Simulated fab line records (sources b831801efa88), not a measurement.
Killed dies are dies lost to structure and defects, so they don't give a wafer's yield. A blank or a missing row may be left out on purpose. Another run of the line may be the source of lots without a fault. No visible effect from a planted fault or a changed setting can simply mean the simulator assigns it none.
The tool behind it: which one? / flow gf180mcu / Sampling: 11 lots, 33 wafers, 5 of 602 route steps

## WHAT THE GAUGES SHOWED, per wafer
GF_STI_THK_MEAS_04. Usual: STI_CVD_03_THK gives 207.6 nm (standard deviation 2.1).
lot=L949; measured=day 1 14:55; on=film_metro-01; STI_CVD_03_THK (nm)=209.2 209.1 208.3; flag=
lot=L950; measured=day 1 19:34; on=film_metro-03; STI_CVD_03_THK (nm)=207.3 204.5 208.1; flag=
lot=L951; measured=day 1 23:34; on=film_metro-02; STI_CVD_03_THK (nm)=206.1 206.2 204.8; flag=
lot=L952; measured=day 2 04:44; on=film_metro-03; STI_CVD_03_THK (nm)=204.6 205.1 205.4; flag=
lot=L953; measured=day 2 09:52; on=film_metro-03; STI_CVD_03_THK (nm)=211.7 211.7 212.2; flag=
lot=L954; measured=day 2 15:44; on=film_metro-01; STI_CVD_03_THK (nm)=208.1 205.9 206.3; flag=
lot=L955; measured=day 2 20:04; on=film_metro-03; STI_CVD_03_THK (nm)=205.9 206.5 205.2; flag=
lot=L957; measured=day 3 05:48; on=film_metro-02; STI_CVD_03_THK (nm)=208.6 208.4 209.6; flag=
lot=L962; measured=day 4 06:34; on=film_metro-01; STI_CVD_03_THK (nm)=238.7 238.8 238.2; flag=OFF
lot=L970; measured=day 5 22:34; on=film_metro-02; STI_CVD_03_THK (nm)=209.3 209.3 210.3; flag=
lot=L972; measured=day 6 08:34; on=film_metro-03; STI_CVD_03_THK (nm)=208.0 207.3 207.2; flag=

GF_V4_THK_MEAS_03. Usual: V4_CVD_02_THK gives 850 nm (standard deviation 11).
lot=L949; measured=day 23 19:43; on=film_metro-02; V4_CVD_02_THK (nm)=842 835 856; flag=
lot=L950; measured=day 24 04:19; on=film_metro-04; V4_CVD_02_THK (nm)=847 847 867; flag=
lot=L951; measured=day 24 12:37; on=film_metro-03; V4_CVD_02_THK (nm)=843 827 844; flag=
lot=L952; measured=day 24 12:49; on=film_metro-03; V4_CVD_02_THK (nm)=833 836 848; flag=
lot=L953; measured=day 25 05:39; on=film_metro-04; V4_CVD_02_THK (nm)=845 849 850; flag=
lot=L954; measured=day 25 08:41; on=film_metro-03; V4_CVD_02_THK (nm)=847 869 870; flag=
lot=L955; measured=day 25 20:04; on=film_metro-02; V4_CVD_02_THK (nm)=864 853 862; flag=
lot=L957; measured=day 26 08:16; on=film_metro-02; V4_CVD_02_THK (nm)=845 841 859; flag=
lot=L962; measured=day 27 19:11; on=film_metro-02; V4_CVD_02_THK (nm)=831 852 840; flag=
lot=L970; measured=day 30 01:31; on=film_metro-04; V4_CVD_02_THK (nm)=838 833 840; flag=
lot=L972; measured=day 30 20:58; on=film_metro-03; V4_CVD_02_THK (nm)=842 858 852; flag=

## EACH LOT AND THE TOOL THAT RAN IT (in order: tool; ch and the chambers of the sampled wafers; start)
lot=L949; GF_STI_CVD_03=lpcvd-02 ch 1, day 1 12:55; GF_STI_ETCH_13=rie_diel-02 ch 0,2, day 2 03:31; GF_M3_STRIP_17=plasma_asher-04 ch 0,1, day 21 16:56
lot=L950; GF_STI_CVD_03=lpcvd-01 ch 0, day 1 16:34; GF_STI_ETCH_13=rie_diel-02 ch 0,2,3, day 2 07:23; GF_M3_STRIP_17=plasma_asher-02 ch 0,1, day 22 02:26
lot=L951; GF_STI_CVD_03=lpcvd-01 ch 1, day 1 21:34; GF_STI_ETCH_13=rie_diel-02 ch 0,1,3, day 2 11:44; GF_M3_STRIP_17=plasma_asher-02 ch 0,1, day 22 11:07
lot=L952; GF_STI_CVD_03=lpcvd-01 ch 1, day 2 02:45; GF_STI_ETCH_13=rie_diel-01 ch 0,1,2, day 2 17:14; GF_M3_STRIP_17=plasma_asher-03 ch 0,1, day 22 12:13
lot=L953; GF_STI_CVD_03=lpcvd-02 ch 0, day 2 07:52; GF_STI_ETCH_13=rie_diel-01 ch 0,3, day 2 22:06; GF_M3_STRIP_17=plasma_asher-02 ch 0,1, day 23 05:01
lot=L954; GF_STI_CVD_03=lpcvd-02 ch 1, day 2 13:44; GF_STI_ETCH_13=rie_diel-01 ch 0,1,2, day 3 04:05; GF_M3_STRIP_17=plasma_asher-03 ch 0,1, day 23 08:50
lot=L955; GF_STI_CVD_03=lpcvd-02 ch 0, day 2 18:04; GF_STI_ETCH_13=rie_diel-02 ch 1,2, day 3 08:30; GF_M3_STRIP_17=plasma_asher-02 ch 0,1, day 23 20:43
lot=L957; GF_STI_CVD_03=lpcvd-02 ch 0, day 3 03:49; GF_STI_ETCH_13=rie_diel-01 ch 1,3, day 3 19:06; GF_M3_STRIP_17=plasma_asher-04 ch 0,1, day 24 09:13
lot=L962; GF_STI_CVD_03=lpcvd-02 ch 1, day 4 04:34; GF_STI_ETCH_13=rie_diel-01 ch 0,3, day 4 20:28; GF_M3_STRIP_17=plasma_asher-04 ch 0,1, day 25 22:41
lot=L970; GF_STI_CVD_03=lpcvd-01 ch 0, day 5 20:34; GF_STI_ETCH_13=rie_diel-02 ch 0,2, day 6 13:44; GF_M3_STRIP_17=plasma_asher-04 ch 0,1, day 28 06:34
lot=L972; GF_STI_CVD_03=lpcvd-01 ch 0, day 6 06:34; GF_STI_ETCH_13=rie_diel-04 ch 1,3, day 6 23:33; GF_M3_STRIP_17=plasma_asher-03 ch 0,1, day 29 02:55
- GF_STI_CVD_03: deposits Si3N4 from DCS/NH3, target thk 207.16 nm, time 3551 s.
- GF_STI_ETCH_13: etches the open film in CHF3/O2, stops on Si, target depth 282.31 nm, time 112.9 s.
- GF_M3_STRIP_17: strips in O2/N2.

## WHAT THE TOOLS THEMSELVES READ (means of the sampled wafers that have a number; where no wafer has one, the mark that the record gives instead)
GF_STI_CVD_03. Usual: spike_tc_bottom_C 789.7 C (standard deviation 3); spike_tc_centre_C 770.0 C (standard deviation 1.2); spike_tc_lower_C 770.6 C (standard deviation 1.1); spike_tc_top_C 784.5 C (standard deviation 3); spike_tc_upper_C 770.9 C (standard deviation 1.2); susceptor_temp_C 770.0 C (standard deviation 0.32); zone_power_lower_pct 12.6 % (standard deviation 1.1).
lot=L949; tool=lpcvd-02; spike_tc_bottom_C (C)=795.2; spike_tc_centre_C (C)=770.8; spike_tc_lower_C (C)=769.6; spike_tc_top_C (C)=784.0; spike_tc_upper_C (C)=771.1; susceptor_temp_C (C)=770.0; zone_power_lower_pct (%)=11.8; flag=
lot=L950; tool=lpcvd-01; spike_tc_bottom_C (C)=786.7; spike_tc_centre_C (C)=769.1; spike_tc_lower_C (C)=770.6; spike_tc_top_C (C)=786.6; spike_tc_upper_C (C)=771.5; susceptor_temp_C (C)=770.1; zone_power_lower_pct (%)=14.1; flag=
lot=L951; tool=lpcvd-01; spike_tc_bottom_C (C)=787.8; spike_tc_centre_C (C)=771.2; spike_tc_lower_C (C)=771.3; spike_tc_top_C (C)=779.0; spike_tc_upper_C (C)=771.3; susceptor_temp_C (C)=770.0; zone_power_lower_pct (%)=13.0; flag=
lot=L952; tool=lpcvd-01; spike_tc_bottom_C (C)=788.5; spike_tc_centre_C (C)=769.9; spike_tc_lower_C (C)=771.3; spike_tc_top_C (C)=778.6; spike_tc_upper_C (C)=771.0; susceptor_temp_C (C)=770.1; zone_power_lower_pct (%)=13.2; flag=
lot=L953; tool=lpcvd-02; spike_tc_bottom_C (C)=787.5; spike_tc_centre_C (C)=770.1; spike_tc_lower_C (C)=770.2; spike_tc_top_C (C)=785.0; spike_tc_upper_C (C)=770.4; susceptor_temp_C (C)=769.9; zone_power_lower_pct (%)=11.6; flag=
lot=L954; tool=lpcvd-02; spike_tc_bottom_C (C)=793.7; spike_tc_centre_C (C)=770.1; spike_tc_lower_C (C)=769.5; spike_tc_top_C (C)=784.1; spike_tc_upper_C (C)=770.0; susceptor_temp_C (C)=769.6; zone_power_lower_pct (%)=11.7; flag=
lot=L955; tool=lpcvd-02; spike_tc_bottom_C (C)=787.8; spike_tc_centre_C (C)=768.3; spike_tc_lower_C (C)=770.5; spike_tc_top_C (C)=786.0; spike_tc_upper_C (C)=770.1; susceptor_temp_C (C)=770.2; zone_power_lower_pct (%)=11.6; flag=
lot=L957; tool=lpcvd-02; spike_tc_bottom_C (C)=788.3; spike_tc_centre_C (C)=769.6; spike_tc_lower_C (C)=771.2; spike_tc_top_C (C)=786.2; spike_tc_upper_C (C)=769.2; susceptor_temp_C (C)=770.0; zone_power_lower_pct (%)=11.5; flag=
lot=L962; tool=lpcvd-02; spike_tc_bottom_C (C)=802.5; spike_tc_centre_C (C)=776.9; spike_tc_lower_C (C)=776.8; spike_tc_top_C (C)=792.3; spike_tc_upper_C (C)=778.8; susceptor_temp_C (C)=777.6; zone_power_lower_pct (%)=11.9; flag=OFF
lot=L970; tool=lpcvd-01; spike_tc_bottom_C (C)=787.6; spike_tc_centre_C (C)=768.2; spike_tc_lower_C (C)=770.5; spike_tc_top_C (C)=787.5; spike_tc_upper_C (C)=771.5; susceptor_temp_C (C)=770.4; zone_power_lower_pct (%)=14.2; flag=
lot=L972; tool=lpcvd-01; spike_tc_bottom_C (C)=787.7; spike_tc_centre_C (C)=770.2; spike_tc_lower_C (C)=770.6; spike_tc_top_C (C)=786.7; spike_tc_upper_C (C)=772.6; susceptor_temp_C (C)=769.5; zone_power_lower_pct (%)=14.2; flag=

GF_STI_ETCH_13. Usual: drypump_motor_current_A 5.4 A, standard deviation 0.33; oes_product_au 0.833 a.u., standard deviation 0.0061; throttle_valve_pct 8.812 %, standard deviation 0.0086.
lot=L949; tool=rie_diel-02; drypump_motor_current_A (A)=5.1; oes_product_au (a.u.)=0.834; throttle_valve_pct (%)=8.818; flag=
lot=L950; tool=rie_diel-02; drypump_motor_current_A (A)=5.2; oes_product_au (a.u.)=0.830; throttle_valve_pct (%)=8.812; flag=
lot=L951; tool=rie_diel-02; drypump_motor_current_A (A)=5.2; oes_product_au (a.u.)=0.829; throttle_valve_pct (%)=8.811; flag=
lot=L952; tool=rie_diel-01; drypump_motor_current_A (A)=5.6; oes_product_au (a.u.)=0.826; throttle_valve_pct (%)=8.806; flag=
lot=L953; tool=rie_diel-01; drypump_motor_current_A (A)=5.3; oes_product_au (a.u.)=0.843; throttle_valve_pct (%)=8.822; flag=
lot=L954; tool=rie_diel-01; drypump_motor_current_A (A)=5.6; oes_product_au (a.u.)=0.836; throttle_valve_pct (%)=8.825; flag=
lot=L955; tool=rie_diel-02; drypump_motor_current_A (A)=5.4; oes_product_au (a.u.)=0.828; throttle_valve_pct (%)=8.804; flag=
lot=L957; tool=rie_diel-01; drypump_motor_current_A (A)=5.5; oes_product_au (a.u.)=0.833; throttle_valve_pct (%)=8.815; flag=
lot=L962; tool=rie_diel-01; drypump_motor_current_A (A)=5.1; oes_product_au (a.u.)=0.902; throttle_valve_pct (%)=8.831; flag=OFF
lot=L970; tool=rie_diel-02; drypump_motor_current_A (A)=5.3; oes_product_au (a.u.)=0.834; throttle_valve_pct (%)=8.818; flag=
lot=L972; tool=rie_diel-04; drypump_motor_current_A (A)=5.7; oes_product_au (a.u.)=0.834; throttle_valve_pct (%)=8.810; flag=

GF_M3_STRIP_17. Usual: drypump_motor_current_A 5.58 A, standard deviation 0.23; heater_power_w 322 W, standard deviation 32; oes_product_au 0.538 a.u., standard deviation 0.0046; strip_time_to_endpoint_s 7.40 s, standard deviation 0.051.
lot=L949; tool=plasma_asher-04; drypump_motor_current_A (A)=5.60; heater_power_w (W)=291; oes_product_au (a.u.)=0.538; strip_time_to_endpoint_s (s)=7.43; flag=
lot=L950; tool=plasma_asher-02; drypump_motor_current_A (A)=5.54; heater_power_w (W)=368; oes_product_au (a.u.)=0.542; strip_time_to_endpoint_s (s)=7.43; flag=
lot=L951; tool=plasma_asher-02; drypump_motor_current_A (A)=5.64; heater_power_w (W)=341; oes_product_au (a.u.)=0.537; strip_time_to_endpoint_s (s)=7.46; flag=
lot=L952; tool=plasma_asher-03; drypump_motor_current_A (A)=5.65; heater_power_w (W)=333; oes_product_au (a.u.)=0.538; strip_time_to_endpoint_s (s)=7.39; flag=
lot=L953; tool=plasma_asher-02; drypump_motor_current_A (A)=5.65; heater_power_w (W)=346; oes_product_au (a.u.)=0.533; strip_time_to_endpoint_s (s)=7.38; flag=
lot=L954; tool=plasma_asher-03; drypump_motor_current_A (A)=5.64; heater_power_w (W)=327; oes_product_au (a.u.)=0.540; strip_time_to_endpoint_s (s)=7.43; flag=
lot=L955; tool=plasma_asher-02; drypump_motor_current_A (A)=5.62; heater_power_w (W)=348; oes_product_au (a.u.)=0.538; strip_time_to_endpoint_s (s)=7.47; flag=
lot=L957; tool=plasma_asher-04; drypump_motor_current_A (A)=5.62; heater_power_w (W)=292; oes_product_au (a.u.)=0.537; strip_time_to_endpoint_s (s)=7.45; flag=
lot=L962; tool=plasma_asher-04; drypump_motor_current_A (A)=5.43; heater_power_w (W)=306; oes_product_au (a.u.)=0.543; strip_time_to_endpoint_s (s)=7.38; flag=
lot=L970; tool=plasma_asher-04; drypump_motor_current_A (A)=5.43; heater_power_w (W)=306; oes_product_au (a.u.)=0.542; strip_time_to_endpoint_s (s)=7.42; flag=
lot=L972; tool=plasma_asher-03; drypump_motor_current_A (A)=5.73; heater_power_w (W)=325; oes_product_au (a.u.)=0.536; strip_time_to_endpoint_s (s)=7.32; flag=

## THE ANSWER, worked out from the rows above alone
Rule: lot off if the mean of its wafers having a number is beyond 3 standard deviations from the usual mean. A lot without any number at a reading at which 4 lots or more have one is off too. Where the step has rows for the other lots, those lots are counted as sound. First the gauges in route order, then the tools' own readings, where a lot's mean is used as printed above. At the first step where some lot is off, the reading lying furthest off is the one used; lots without a number count as furthest.
Off: L962, at GF_STI_THK_MEAS_04 (STI_CVD_03_THK).
If a tool, at a process step before that reading, ran all the lots that are off and no sound lot after the first of them, it fits. Not tried: the gauges at GF_STI_THK_MEAS_04; whatever is off there is also off at GF_STI_CVD_03, on other tools, and gauge error can't account for it. One fits: lpcvd-02 at GF_STI_CVD_03. A fault onset in the window from L957 (day 3 03:49, its last sound lot) to L962 (day 4 04:34, its first lot off) fits.
The tool's own readings at GF_STI_CVD_03 bear it out: on the lots that are off they differ by more than 5 times the standard deviation of the sound lots' means. spike_tc_centre_C reads 776.9 C there against 769.8 C on the sound lots; spike_tc_lower_C reads 776.8 C there against 770.5 C on the sound lots; spike_tc_upper_C reads 778.8 C there against 770.9 C on the sound lots; susceptor_temp_C reads 777.6 C there against 770.0 C on the sound lots.

## WHAT WAS PUT IN BY THE SIMULATOR
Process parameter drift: lpcvd-02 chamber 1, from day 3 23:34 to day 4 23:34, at GF_STI_CVD_03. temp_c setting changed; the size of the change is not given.
Shown lots that were struck: L962. The same result came from the rule above.
